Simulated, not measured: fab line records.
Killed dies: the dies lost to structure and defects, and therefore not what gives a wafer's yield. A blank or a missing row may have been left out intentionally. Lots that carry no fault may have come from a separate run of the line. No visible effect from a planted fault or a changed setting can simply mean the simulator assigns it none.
fab line records	flow sky130	part 1 of 2: steps 1 to 39 of 44
[record] lots = 6	wafers = 18	lastDay = 50
route steps=708 shown LDD_LDN@292 SPACER@304 POLY_CUT@307 SD_P@320 RES_XHIGH@332 SALICIDE@361 PAD_OPEN@708
lots that met no fault: from a run of the same line without faults
startH: start of the lot's first displayed wafer, in hours after the record's first day	waitH: time in hours since the lot's previous step	" the same as in the row above	L1.1+2: one row covering several wafers at once	- no value present, or no start provided	* or withheld: withheld	< > ~ a bound
route shown NAME@n: NAME is a module with steps in the file, n the number in the route of the first one	usual: mean and standard deviation over wafers with no fault	same: alike in all rows	chamber/n: place in a boat	sites: per-site readings	_std_site: the standard deviation of these	_edge_site: mean of outer sites minus mean of inner sites	radiusMm: how far each site lies from the wafer's centre	mask NAME#n: copy n	behind: the tool/chamber that last shaped the wafer	hold: why the lot went on hold/how many hours it stayed there/how the hold came to an end	device: transistor that didn't switch, given as n, p or np	end of line: at the end of the route, the tests of the same wafers	step lacking rows: just its recipe	killed: not the wafer's yield, but the dies lost to structure and defects at the first sort	map: per-die view of a wafer (x killed, . not killed, _ where there is no die)
set.NAME: the setting that was run; set.NAME@STEP: the one run at that earlier step	model.NAME: the simulator's own value behind a step, which no gauge read
certain route steps with their lots: each step a table, each wafer a row
services: when a tool's chamber went out of use (startH, in hours from the record's first day, below 0 if earlier), for how many hours, and the reason
[[steps]]
[step SKY_LDD_LDN_SOFTBAKE_03]
[recipe] tempC = 90	timeS = 60	resist = NOVOLAK
[step SKY_LDD_LDN_EXPOSE_04]
[recipe] maskId = LDNTM	na = 0.6	sourceShape = conventional	sigmaOuter = 0.6	polarization = unpolarized	targetCdNm = 700	doseMj = 140
[step SKY_LDD_LDN_PEB_05]
[recipe] tempC = withheld	timeS = *	resist = NOVOLAK
[step SKY_LDD_LDN_DEVELOP_06]
[recipe] resist = NOVOLAK	developer = TMAH	developTimeS = 60	devTempC = 23
[step SKY_LDD_LDN_OVL_MEAS_07]
[usual] LDD_LDN_OVL = -1.0/1.3
lot.wafer	tool	chamber	startH	waitH	LDD_LDN_OVL[nm]
L407.2	overlay-02	-	549.83	0.1	0.3
L407.3	"	-	"	"	0.9
L407.4	"	-	"	"	1.0
L410.4	overlay-02	-	562.98	0.1	-0.5
L410.5	"	-	"	"	-0.3
L410.6	"	-	"	"	1.4
L411.2	overlay-02	-	572.57	0.1	0.3
L411.4	"	-	"	"	0.2
L411.5	"	-	"	"	-1.5
L413.2	overlay-02	-	589.60	0.1	0.6
L413.4	"	-	"	"	-1.3
L413.5	"	-	"	"	-2.4
L425.2	overlay-01	-	707.85	0.1	-0.1
L425.4	"	-	"	"	0.2
L425.6	"	-	"	"	0.1
L423.4	overlay-01	-	709.41	0.1	-0.2
L423.5	"	-	"	"	-1.0
L423.6	"	-	"	"	1.1
[step SKY_LDD_LDN_IMPLANT_08]
[recipe] species = As	energyKev = 15	doseCm2 = 1.25e+13	tiltDeg = withheld	rotationDeg = 23
[step SKY_LDD_LDN_IMPLANT_09]
[recipe] species = As	energyKev = 15	doseCm2 = 1.25e+13	tiltDeg = withheld	rotationDeg = 113
[step SKY_LDD_LDN_IMPLANT_10]
[recipe] species = As	energyKev = 15	doseCm2 = 1.25e+13	tiltDeg = withheld	rotationDeg = 203
[step SKY_LDD_LDN_IMPLANT_11]
[recipe] species = As	energyKev = 15	doseCm2 = 1.25e+13	tiltDeg = withheld	rotationDeg = 293
[step SKY_LDD_LDN_STRIP_12]
[recipe] chemistry = O2/N2	powerW = 1400	pressureMtorr = 1500	platenTempC = withheld	o2FlowSccm = 3000	n2FlowSccm = 300	overashFraction = 0.5
[usual] drypumpMotorCurrentA = 5.8/0.51	oesProductAu = 0.716/0.0042	stripTimeToEndpointS = 14.20/0.04
lot.wafer	tool	chamber	startH	waitH	drypumpMotorCurrentA	oesProductAu	rfHoursCounterH	stripTimeToEndpointS
L407.2	plasmaAsher-04	0	550.46	0.1	5.8	0.708	87	14.18
L407.3	"	0	"	"	5.8	0.713	-	14.15
L407.4	"	1	"	"	6.1	0.721	-	14.21
L410.4	plasmaAsher-02	0	563.63	0.1	4.9	0.723	-	14.24
L410.5	"	1	"	"	5.5	0.719	-	14.22
L410.6	"	0	"	"	4.9	0.715	-	14.22
L411.2	plasmaAsher-01	0	573.20	0.1	6.7	0.712	46	14.17
L411.4	"	1	"	"	5.5	0.716	-	14.18
L411.5	"	1	"	"	5.5	0.720	-	14.15
L413.2	plasmaAsher-02	0	590.26	0.1	4.8	0.719	14	14.17
L413.4	"	1	"	"	5.6	0.716	-	14.22
L413.5	"	1	"	"	5.6	0.717	-	14.19
L425.2	plasmaAsher-04	0	708.48	0.1	5.8	0.713	104	14.21
L425.4	"	1	"	"	6.1	0.722	-	14.17
L425.6	"	1	"	"	6.1	0.719	-	14.17
L423.4	plasmaAsher-04	0	710.06	0.1	5.8	0.726	-	14.18
L423.5	"	0	"	"	5.7	0.710	-	14.17
L423.6	"	1	"	"	6.1	0.714	-	14.17
[step SKY_LDD_LDN_TW_MEAS_13]
[usual] LDD_LDN_TW = 1489/11
lot.wafer	tool	chamber	startH	waitH	LDD_LDN_TW
L407.2	filmMetro-03	-	550.57	0.1	1497
L407.3	"	-	"	"	1501
L407.4	"	-	"	"	1489
L410.4	filmMetro-01	-	563.73	0.1	1492
L410.5	"	-	"	"	1487
L410.6	"	-	"	"	1494
L411.2	filmMetro-03	-	573.31	0.1	1494
L411.4	"	-	"	"	1488
L411.5	"	-	"	"	1484
L413.2	filmMetro-03	-	590.37	0.1	1497
L413.4	"	-	"	"	1494
L413.5	"	-	"	"	1493
L425.2	filmMetro-01	-	708.59	0.1	1495
L425.4	"	-	"	"	1490
L425.6	"	-	"	"	1491
L423.4	filmMetro-03	-	710.16	0.1	1504
L423.5	"	-	"	"	1505
L423.6	"	-	"	"	1502
[step SKY_LDD_LDN_CLEAN_14]
[recipe] chemistry = SC1/SC2	mix = 1:4:20	tempC = 70	timeS = 150	dry = n2Spin
[step SKY_SPACER_CVD_00]
[recipe] material = Si3N4	precursor = DCS/NH3	targetThkNm = 43.1	tempC = 770	timeS = 740	pressureMtorr = 250
[usual] spikeTcBottomC = 789.2/1	spikeTcCentreC = 770.3/1	spikeTcLowerC = 771.7/1.3	spikeTcTopC = 783.6/1.2	spikeTcUpperC = 769.2/1.1	susceptorTempC = 770.0/0.37
lot.wafer	tool	chamber	startH	waitH	spikeTcBottomC	spikeTcCentreC	spikeTcLowerC	spikeTcTopC	spikeTcUpperC	susceptorTempC	model.Si3N4_of_SPACER_CVD_00.thkNm
L407.2	lpcvd-02	0	550.97	0.3	787.4	772.0	773.1	783.6	770.3	770.1	43.55
L407.3	"	0	"	"	791.0	772.1	772.8	783.2	769.5	769.6	43.47
L407.4	"	0	"	"	791.0	770.1	772.1	784.1	768.1	769.9	43.19
L410.4	lpcvd-02	1	563.82	0.0	788.8	771.1	771.7	783.6	770.3	770.6	42.84
L410.5	"	1	"	"	788.7	769.9	772.1	782.5	770.2	770.4	42.86
L410.6	"	1	"	"	789.0	770.1	771.1	781.8	768.8	770.5	42.77
L411.2	lpcvd-02	1	573.95	0.5	800.4	781.3	779.9	792.6	778.3	780.5	52.37
L411.4	"	1	"	"	799.9	781.3	781.0	793.5	779.6	780.5	52.71
L411.5	"	1	"	"	800.4	782.0	779.7	793.0	780.5	780.2	52.75
L413.2	lpcvd-02	1	590.47	0.0	798.8	781.7	781.1	791.4	781.1	780.2	51.73
L413.4	"	1	"	"	799.8	778.8	780.8	793.6	779.2	779.6	51.68
L413.5	"	1	"	"	800.5	781.8	781.1	793.1	779.1	780.0	51.97
L425.2	lpcvd-02	0	709.31	0.6	788.5	770.2	771.6	784.6	768.4	770.1	43.38
L425.4	"	0	"	"	791.3	771.4	771.6	784.1	769.4	770.2	43.35
L425.6	"	0	"	"	788.2	771.1	772.1	783.7	767.2	770.6	43.38
L423.4	lpcvd-02	1	710.51	0.3	790.9	770.8	772.8	782.9	768.5	769.4	43.06
L423.5	"	1	"	"	788.9	769.8	770.2	782.6	769.6	769.2	43.37
L423.6	"	1	"	"	790.1	771.3	770.8	783.5	769.7	769.4	43.53
[step SKY_SPACER_THK_MEAS_01]
[recipe] reads = Si3N4_of_SPACER_CVD_00
[usual] SPACER_CVD_00_THK = 43.0/0.41
lot.wafer	tool	chamber	startH	waitH	SPACER_CVD_00_THK[nm]
L407.2	filmMetro-03	-	552.19	0.0	43.6
L407.3	"	-	"	"	43.5
L407.4	"	-	"	"	43.1
L410.4	filmMetro-03	-	565.06	0.0	42.8
L410.5	"	-	"	"	42.8
L410.6	"	-	"	"	42.8
L411.2	filmMetro-04	-	575.17	0.0	52.4
L411.4	"	-	"	"	52.7
L411.5	"	-	"	"	52.7
L413.2	filmMetro-04	-	591.69	0.0	51.7
L413.4	"	-	"	"	51.7
L413.5	"	-	"	"	51.9
L425.2	filmMetro-03	-	710.52	0.0	43.3
L425.4	"	-	"	"	43.3
L425.6	"	-	"	"	43.4
L423.4	filmMetro-04	-	711.75	0.0	43.1
L423.5	"	-	"	"	43.4
L423.6	"	-	"	"	43.5
[step SKY_SPACER_ETCHBACK_02]
[recipe] chemistry = CH3F/O2	target = Si3N4	stopOn = SiO2	sourceW = 400	biasW = 80	pressureMtorr = 25	ch3fFlowSccm = 40	O2_flow_sccm = 30	timeS = 46.7	targetDepthA = 450
[usual] drypumpMotorCurrentA = 5.9/0.5	oesProductAu = 0.854/0.0065	rfFwdPowerW = 395.7/1.5	throttleValvePct = 10.562/0.0087
lot.wafer	tool	chamber	startH	waitH	drypumpMotorCurrentA	oesProductAu	rfFwdPowerW	rfHoursCounterH	throttleValvePct	model.etch.depthNm
L407.2	rieDiel-03	3	552.24	0.0	5.9	0.859	396.3	2	10.553	43.55
L407.3	"	2	"	"	5.7	0.861	396.0	63	10.563	43.47
L407.4	"	2	"	"	5.7	0.850	396.4	-	10.573	43.19
L410.4	rieDiel-03	3	565.09	0.0	5.9	0.857	395.5	3	10.551	42.84
L410.5	"	1	"	"	6.4	0.852	395.4	-	10.563	42.86
L410.6	"	0	"	"	6.4	0.854	394.7	-	10.560	42.77
L411.2	rieDiel-03	1	575.22	0.0	6.5	0.942	398.0	68	10.568	52.37
L411.4	"	3	"	"	5.9	0.962	397.2	3	10.565	52.71
L411.5	"	2	"	"	5.7	0.958	395.3	-	10.582	52.75
L413.2	rieDiel-01	2	591.74	0.0	5.0	0.939	397.3	10	10.564	51.73
L413.4	"	0	"	"	6.2	0.952	395.6	22	10.567	51.68
L413.5	"	3	"	"	5.4	0.952	392.9	-	10.580	51.97
L425.2	rieDiel-01	2	710.57	0.0	5.0	0.862	396.8	13	10.559	43.38
L425.4	"	3	"	"	5.4	0.860	394.7	-	10.545	43.35
L425.6	"	2	"	"	5.0	0.855	395.8	-	10.555	43.38
L423.4	rieDiel-02	1	711.78	0.0	6.7	0.849	395.9	6	10.544	43.06
L423.5	"	2	"	"	6.3	0.855	394.8	-	10.554	43.37
L423.6	"	3	"	"	5.9	0.860	397.7	-	10.555	43.53
[step SKY_POLY_CUT_DEHYDRATE_00]
[recipe] tempC = 200	timeS = 60
[step SKY_POLY_CUT_HMDS_01]
[recipe] primeTimeS = 60	primeTempC = 120
[step SKY_POLY_CUT_COAT_02]
[recipe] resist = BARC	tempC = withheld	timeS = withheld	spinRpm = 3000	resistThkNm = 60
[step SKY_POLY_CUT_COAT_03]
[recipe] resist = KrF-thick	spinRpm = 3000	resistThkNm = 450
[step SKY_POLY_CUT_SOFTBAKE_04]
[recipe] tempC = 100	timeS = 90	resist = KrF-thick
[step SKY_POLY_CUT_EXPOSE_05]
[recipe] maskId = NPCM	na = 0.8	sourceShape = annular	sigmaInner = 0.55	sigmaOuter = 0.85	targetCdNm = 270	doseMj = 32
[step SKY_POLY_CUT_PEB_06]
[recipe] pebTempC = withheld	pebTimeS = withheld	resist = KrF-thick
[step SKY_POLY_CUT_DEVELOP_07]
[recipe] developTimeS = 60	resist = KrF-thick	devTempC = 21
[step SKY_POLY_CUT_CD_MEAS_08]
[recipe] targetCdNm = 270
[usual] cdNm = 270.1/1.4
lot.wafer	tool	chamber	startH	waitH	cdNm
L407.2	cdSem-01	-	582.20	-	271.5
L407.3	"	-	"	"	271.1
L407.4	"	-	"	"	271.0
L410.4	cdSem-02	-	595.08	-	269.9
L410.5	"	-	"	"	270.8
L410.6	"	-	"	"	271.4
L411.2	cdSem-01	-	604.69	-	269.0
L411.4	"	-	"	"	268.4
L411.5	"	-	"	"	269.5
L413.2	cdSem-01	-	620.85	-	270.0
L413.4	"	-	"	"	269.1
L413.5	"	-	"	"	270.8
L425.2	cdSem-02	-	737.80	-	270.7
L425.4	"	-	"	"	270.6
L425.6	"	-	"	"	271.0
L423.4	cdSem-02	-	739.23	-	267.2
L423.5	"	-	"	"	267.7
L423.6	"	-	"	"	267.7
[step SKY_POLY_CUT_OVL_MEAS_09]
[usual] POLY_CUT_OVL = 0/5.5
lot.wafer	tool	chamber	startH	waitH	POLY_CUT_OVL[nm]
L407.2	overlay-01	-	582.30	0.1	-6
L407.3	"	-	"	"	-5
L407.4	"	-	"	"	-7
L410.4	overlay-01	-	595.16	0.1	2
L410.5	"	-	"	"	-5
L410.6	"	-	"	"	6
L411.2	overlay-02	-	604.80	0.1	-5
L411.4	"	-	"	"	-2
L411.5	"	-	"	"	4
L413.2	overlay-01	-	620.95	0.1	6
L413.4	"	-	"	"	-1
L413.5	"	-	"	"	7
L425.2	overlay-01	-	737.90	0.1	-2
L425.4	"	-	"	"	3
L425.6	"	-	"	"	4
L423.4	overlay-01	-	739.31	0.1	3
L423.5	"	-	"	"	-6
L423.6	"	-	"	"	0
[step SKY_POLY_CUT_ETCH_10]
[recipe] chemistry = N2/H2	target = BARC	ionEnergyEv = 200	sourceW = 500	biasW = 103.7	pressureMtorr = 30	n2FlowSccm = 100	h2FlowSccm = 200	stopOn = SiO2	timeS = 45.9	targetDepthA = 600
[usual] drypumpMotorCurrentA = 5.8/0.49	oesProductAu = 0.855/0.0047	rfFwdPowerW = 495.0/2	throttleValvePct = 13.225/0.0091
lot.wafer	tool	chamber	startH	waitH	drypumpMotorCurrentA	oesProductAu	rfFwdPowerW	rfHoursCounterH	throttleValvePct
L407.2	rieDiel-04	0	582.33	0.0	5.1	0.855	493.6	8	13.220
L407.3	"	3	"	"	6.3	0.866	498.2	17	13.206
L407.4	"	2	"	"	5.6	0.862	496.1	53	13.225
L410.4	rieDiel-04	3	595.18	0.0	6.3	0.855	496.2	17	13.238
L410.5	"	0	"	"	5.1	0.848	494.3	-	13.226
L410.6	"	3	"	"	6.3	0.851	493.4	-	13.215
L411.2	rieDiel-02	0	604.83	0.0	5.5	0.858	496.0	56	13.216
L411.4	"	3	"	"	6.0	0.858	495.3	25	13.231
L411.5	"	0	"	"	5.5	0.855	498.0	-	13.216
L413.2	rieDiel-01	2	620.98	0.0	5.0	0.852	497.4	11	13.224
L413.4	"	1	"	"	5.6	0.864	490.4	2	13.220
L413.5	"	0	"	"	6.2	0.852	495.9	-	13.228
L425.2	rieDiel-01	1	737.93	0.0	5.6	0.845	489.1	4	13.224
L425.4	"	2	"	"	5.0	0.859	494.1	14	13.239
L425.6	"	1	"	"	5.6	0.859	491.8	-	13.215
L423.4	rieDiel-02	2	739.33	0.0	6.4	0.854	493.0	6	13.211
L423.5	"	3	"	"	6.0	0.848	495.0	-	13.213
L423.6	"	0	"	"	5.5	0.855	495.1	-	13.231
[step SKY_POLY_CUT_ETCH_11]
[recipe] target = Si3N4	chemistry = CF4/CH2F2/Ar	stopOn = poly-Si	sourceW = 600	biasW = 150	pressureMtorr = 40	cf4FlowSccm = 40	ch2f2FlowSccm = 20	Ar_flow_sccm = 150	timeS = 42.5	targetDepthA = 600
[usual] drypumpMotorCurrentA = 5.8/0.49	oesProductAu = 0.830/0.0066	rfFwdPowerW = 593.7/2.3	throttleValvePct = 14.994/0.009
lot.wafer	tool	chamber	startH	waitH	drypumpMotorCurrentA	oesProductAu	rfFwdPowerW	rfHoursCounterH	throttleValvePct
L407.2	rieDiel-04	0	582.38	0.0	5.1	0.827	592.7	8	14.989
L407.3	"	3	"	"	6.3	0.833	594.4	17	14.990
L407.4	"	2	"	"	5.6	0.838	595.2	53	14.993
L410.4	rieDiel-04	3	595.22	0.0	6.3	0.828	595.9	17	14.994
L410.5	"	0	"	"	5.1	0.826	594.8	-	14.995
L410.6	"	3	"	"	6.3	0.842	594.5	-	14.990
L411.2	rieDiel-02	0	604.87	0.0	5.6	0.827	594.1	56	14.995
L411.4	"	3	"	"	5.9	0.820	597.2	25	15.000
L411.5	"	0	"	"	5.6	0.824	593.6	-	14.988
L413.2	rieDiel-01	2	621.03	0.0	5.0	0.825	593.8	11	14.990
L413.4	"	1	"	"	5.6	0.820	593.9	2	15.005
L413.5	"	0	"	"	6.2	0.822	596.0	-	14.984
L425.2	rieDiel-01	1	737.98	0.0	5.6	0.847	588.5	4	14.982
L425.4	"	2	"	"	5.0	0.834	593.7	14	14.999
L425.6	"	1	"	"	5.6	0.832	588.8	-	15.012
L423.4	rieDiel-02	2	739.37	0.0	6.3	0.830	595.5	6	14.991
L423.5	"	3	"	"	6.0	0.831	591.0	-	14.986
L423.6	"	0	"	"	5.5	0.828	593.8	-	15.002
[step SKY_POLY_CUT_STRIP_12]
[recipe] chemistry = O2/N2	powerW = 1400	pressureMtorr = 1500	platenTempC = withheld	o2FlowSccm = 3000	n2FlowSccm = 300	overashFraction = 0.5
[usual] drypumpMotorCurrentA = 5.9/0.56	oesProductAu = 0.452/0.0049	stripTimeToEndpointS = 5.357/0.018
lot.wafer	tool	chamber	startH	waitH	drypumpMotorCurrentA	oesProductAu	rfHoursCounterH	stripTimeToEndpointS
L407.2	plasmaAsher-01	1	582.42	0.0	5.5	0.449	47	5.378
L407.3	"	1	"	"	5.5	0.460	-	5.352
L407.4	"	0	"	"	6.6	0.448	-	5.344
L410.4	plasmaAsher-03	1	595.29	0.1	5.1	0.452	-	5.385
L410.5	"	1	"	"	5.1	0.445	-	5.355
L410.6	"	0	"	"	6.1	0.447	-	5.355
L411.2	plasmaAsher-01	0	604.91	0.0	6.6	0.455	50	5.337
L411.4	"	0	"	"	6.6	0.455	-	5.342
L411.5	"	1	"	"	5.5	0.460	-	5.339
L413.2	plasmaAsher-03	0	621.07	0.0	6.1	0.446	79	5.359
L413.4	"	0	"	"	6.1	0.457	-	5.359
L413.5	"	1	"	"	5.1	0.451	-	5.344
L425.2	plasmaAsher-01	0	738.02	0.0	6.7	0.456	64	5.374
L425.4	"	0	"	"	6.6	0.458	-	5.363
L425.6	"	1	"	"	5.4	0.455	-	5.369
L423.4	plasmaAsher-03	1	739.44	0.1	5.1	0.439	-	5.368
L423.5	"	0	"	"	6.1	0.452	-	5.342
L423.6	"	1	"	"	5.1	0.447	-	5.350
[step SKY_SD_P_DEHYDRATE_00]
[recipe] tempC = 200	timeS = 60
[step SKY_SD_P_HMDS_01]
[recipe] primeTimeS = 60	primeTempC = 120
[step SKY_SD_P_COAT_02]
[recipe] resist = NOVOLAK	spinRpm = 3000	resistThkNm = 1140
[step SKY_SD_P_SOFTBAKE_03]
[recipe] tempC = 90	timeS = 60	resist = NOVOLAK
[step SKY_SD_P_EXPOSE_04]
[recipe] maskId = PSDM	na = 0.6	sourceShape = conventional	sigmaOuter = 0.6	polarization = unpolarized	targetCdNm = 380	doseMj = 138
[step SKY_SD_P_PEB_05]
[recipe] tempC = withheld	timeS = *	resist = NOVOLAK
[step SKY_SD_P_DEVELOP_06]
[recipe] resist = NOVOLAK	developer = TMAH	developTimeS = 58.02	devTempC = 23
[step SKY_SD_P_CD_MEAS_07]
[recipe] targetCdNm = 380
[usual] cdNm = 379.8/2.7
lot.wafer	tool	chamber	startH	waitH	cdNm
L407.2	cdSem-02	-	612.42	0.1	378.2
L407.3	"	-	"	"	379.2
L407.4	"	-	"	"	377.1
L410.4	cdSem-02	-	623.38	0.1	382.3
L410.5	"	-	"	"	383.1
L410.6	"	-	"	"	380.8
L411.2	cdSem-02	-	633.55	0.1	381.2
L411.4	"	-	"	"	382.6
L411.5	"	-	"	"	382.4
L413.2	cdSem-02	-	649.45	0.1	387.2
L413.4	"	-	"	"	385.4
L413.5	"	-	"	"	386.9
L425.2	cdSem-02	-	764.77	0.1	378.2
L425.4	"	-	"	"	378.9
L425.6	"	-	"	"	378.0
L423.4	cdSem-01	-	766.13	0.1	376.2
L423.5	"	-	"	"	379.3
L423.6	"	-	"	"	375.4
[step SKY_SD_P_OVL_MEAS_08]
[usual] SD_P_OVL = -1.3/1.4
lot.wafer	tool	chamber	startH	waitH	SD_P_OVL[nm]
L407.2	overlay-01	-	612.52	0.1	-1.3
L407.3	"	-	"	"	-1.1
L407.4	"	-	"	"	0.5
L410.4	overlay-02	-	623.46	0.1	-1.3
L410.5	"	-	"	"	-2.0
L410.6	"	-	"	"	-1.8
L411.2	overlay-01	-	633.65	0.1	-3.3
L411.4	"	-	"	"	0.2
L411.5	"	-	"	"	1.3
L413.2	overlay-02	-	649.55	0.1	-0.2
L413.4	"	-	"	"	-0.1
L413.5	"	-	"	"	-2.0
L425.2	overlay-01	-	764.87	0.1	0.5
L425.4	"	-	"	"	-1.0
L425.6	"	-	"	"	1.6
L423.4	overlay-01	-	766.21	0.1	-1.7
L423.5	"	-	"	"	-0.2
L423.6	"	-	"	"	-1.0
[step SKY_SD_P_IMPLANT_09]
[recipe] species = BF2	energyKev = 20	doseCm2 = 3e+15	tiltDeg = 0
[step SKY_SD_P_STRIP_10]
[recipe] chemistry = O2/N2	powerW = 1400	pressureMtorr = 1500	platenTempC = withheld	o2FlowSccm = 3000	n2FlowSccm = 300	overashFraction = 0.5
[usual] drypumpMotorCurrentA = 5.6/0.47	oesProductAu = 0.617/0.0044	stripTimeToEndpointS = 17.51/0.038
lot.wafer	tool	chamber	startH	waitH	drypumpMotorCurrentA	oesProductAu	rfHoursCounterH	stripTimeToEndpointS
L407.2	plasmaAsher-02	0	612.70	0.1	4.9	0.612	16	17.49
L407.3	"	1	"	"	5.6	0.623	-	17.49
L407.4	"	0	"	"	4.9	0.611	-	17.55
L410.4	plasmaAsher-03	0	623.66	0.1	6.1	0.619	-	17.51
L410.5	"	0	"	"	6.1	0.613	-	17.53
L410.6	"	1	"	"	5.1	0.615	-	17.50
L411.2	plasmaAsher-03	1	633.83	0.1	5.1	0.614	80	17.56
L411.4	"	0	"	"	6.1	0.624	-	17.50
L411.5	"	0	"	"	6.1	0.619	-	17.49
L413.2	plasmaAsher-03	1	649.73	0.1	5.1	0.616	82	17.44
L413.4	"	1	"	"	5.0	0.618	-	17.47
L413.5	"	0	"	"	6.1	0.622	-	17.46
L425.2	plasmaAsher-03	1	765.05	0.1	5.1	0.627	92	17.50
L425.4	"	0	"	"	6.1	0.620	-	17.47
L425.6	"	1	"	"	5.1	0.617	-	17.49
L423.4	plasmaAsher-04	0	766.41	0.1	5.7	0.613	-	17.52
L423.5	"	0	"	"	5.7	0.612	-	17.54
L423.6	"	1	"	"	6.1	0.619	-	17.56
[[key]]
[firstSign] step = SKY_SPACER_CVD_00	reading = susceptorTempC	direction = up	sigmas = 28	usual = *	struck = *
[effect] step = SKY_SPACER_CVD_00	reading = spikeTcCentreC	direction = up	sigmas = 11	usual = 770.3	struck = 781.2
[effect] step = SKY_SPACER_THK_MEAS_01	reading = SPACER_CVD_00_THK	direction = up	sigmas = 23	usual = 43.0	struck = 52.2
[effect] step = SKY_SPACER_ETCHBACK_02	reading = oesProductAu	direction = up	sigmas = 15	usual = 0.854	struck = 0.951
[modelEffect] step = SKY_SPACER_CVD_00	value = Si3N4_of_SPACER_CVD_00.thkNm	without = 42.8	struck = 52.2
[modelEffect] step = SKY_SPACER_ETCHBACK_02	value = etch.depthNm	without = 42.8	struck = 52.2
[modelEffect] step = SKY_SALICIDE_CLEAN_00	value = Si3N4_of_SPACER_CVD_00.thkNm	without = 41.83	struck = 51.23
[modelEffect] step = SKY_PAD_OPEN_PROBE_99	value = etest.pfet_01v8.rOnOhmUm	without = 2847	struck = 3125
metAt SKY_SPACER_CVD_00
struckWafers L411.2,L411.4,L411.5,L413.2,L413.4,L413.5
sortLeftOut L411.2,L411.4,L411.5,L413.2,L413.4,L413.5
testerLeftOut L411,L413
onsetBetween 563.82 573.95
[fault] kind = processParameterDrift	tool = lpcvd-02	chamber = 1	onsetH = 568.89	steps = SKY_SPACER_CVD_00	channel = tempC	offset = *	shape = step	endH = 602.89	actsIn = *	stated = *
// testerLeftOut: of these lots the tester's yield and bins aren't shown, on N5 and GAA mostly nor the transistor test; their killed dies are dies lost to structure and defects alone, not to doping, threshold or leakage, so they don't give the yield
// sortLeftOut: the simulated sort isn't trusted on such a fault, so these wafers' sort isn't shown, and their yield isn't known
